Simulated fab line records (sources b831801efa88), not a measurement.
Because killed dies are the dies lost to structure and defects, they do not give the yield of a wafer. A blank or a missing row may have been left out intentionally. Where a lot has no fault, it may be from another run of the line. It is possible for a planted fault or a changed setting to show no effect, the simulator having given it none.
A lot that was struck, set against a sound lot / flow sky130 / 17 out of 708 route steps
Sound: these wafers, L565.2, L565.4, L565.5. The struck wafers were L562.1, L562.2, L562.4. At the end, the cause is stated.
For every step that has rows: the tool of each side, followed by ch and its chambers, followed by its first start. Under that, the readings that differ: sound wafers / struck wafers / difference of the means / sigmas: that difference in standard deviations of wafers without a fault.
alike: readings whose means differ by less than 2 such deviations, and words and numbers that are the same on both sides. not compared: withheld readings, readings that some wafer has no value for, bounds like >300 that may hide the same value, and numbers for which the record gives no deviation and whose values overlap.
Wherever a step has rows on one side only, a row that says differs or no value, or a row with sigmas, the two part there. Numbers that have no deviation but don't overlap get no sigmas and don't part them. A reading that every wafer of one side lacks parts them only if that side has two wafers or more.

first, 3 steps without rows for these wafers: SKY_SONOS_ONO_WET_ETCH_18 (etches Si3N4 in H3PO4, target depth 15 nm, time 172 s); SKY_GATE_OXIDE_CLEAN_00 (cleans in SC1/SC2, time 150 s); SKY_GATE_OXIDE_OXIDATION_01 (stabilise 600 s, purge 300 s, target thk 10.268 nm).
SKY_GATE_OXIDE_THK_MEAS_02:
  struck on film metro-01, day 19 14:31; sound on film metro-01, day 22 00:02
  alike: GATE_OXIDE_OXIDATION_00_THK
then, 7 steps without rows for these wafers: SKY_GATE_OXIDE_DEHYDRATE_03 (time 60 s); SKY_GATE_OXIDE_HMDS_04 (prime time 60 s); SKY_GATE_OXIDE_COAT_05 (resist thk 1140 nm); SKY_GATE_OXIDE_SOFTBAKE_06 (time 60 s); SKY_GATE_OXIDE_EXPOSE_07 (exposes mask LVOM, target cd 600 nm); SKY_GATE_OXIDE_PEB_08; SKY_GATE_OXIDE_DEVELOP_09 (develop time 60 s).
SKY_GATE_OXIDE_OVL_MEAS_10:
  struck on overlay-02, day 20 20:02; sound on overlay-02, day 23 06:05
  alike: GATE_OXIDE_OVL
SKY_GATE_OXIDE_IMPLANT_11:
  sound on implanter-02 ch 0, day 23 06:08; struck on implanter-03 ch 0, day 20 20:04
reading=dose ions cm2; sound=2.598e+12 2.596e+12 2.595e+12; struck=3.729e+12 3.731e+12 3.726e+12; difference=+1.132e+12; sigmas=+99 or more
reading=faraday current uA; sound=14.78 15.15 14.45; struck=20.61 21.67 20.97; difference=+6.29; sigmas=+22
  alike: beam energy keV
then, 1 step without rows for these wafers: SKY_GATE_OXIDE_WET_ETCH_12 (etches SiO2 in dHF, target depth 16.8 nm, time 336 s).
SKY_GATE_OXIDE_STRIP_13: strips in O2/N2.
  sound on plasma asher-01 ch 0, day 23 06:22; struck on plasma asher-01 ch 0,1, day 20 20:19
  alike: drypump motor current A, oes product au, strip time to endpoint s
  not compared: rf hours counter h
SKY_GATE_OXIDE_TW_MEAS_14:
  struck on film metro-01, day 20 20:39; sound on film metro-02, day 23 06:29
reading=GATE_OXIDE_TW; sound=228 228 226; struck=245 246 245; difference=+18; sigmas=+5
  not compared: hold
-- a jump in the record: the struck wafers' starts before and after are 30 days apart (it breaks off in module GATE_OXIDE and resumes in module PAD_OPEN, where the first step shown is number 708 of the route) --
SKY_PAD_OPEN_PROBE_99:
  only the struck wafers here have rows in the record (prober-02, day 50 13:54); the sound ones have none

WHERE THEY PART
At SKY_GATE_OXIDE_IMPLANT_11 first; at SKY_PAD_OPEN_PROBE_99 last (within this record only).

WHY: whatever the simulator had introduced
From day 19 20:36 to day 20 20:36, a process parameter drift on implanter-03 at SKY_GATE_OXIDE_IMPLANT_11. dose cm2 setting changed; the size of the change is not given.
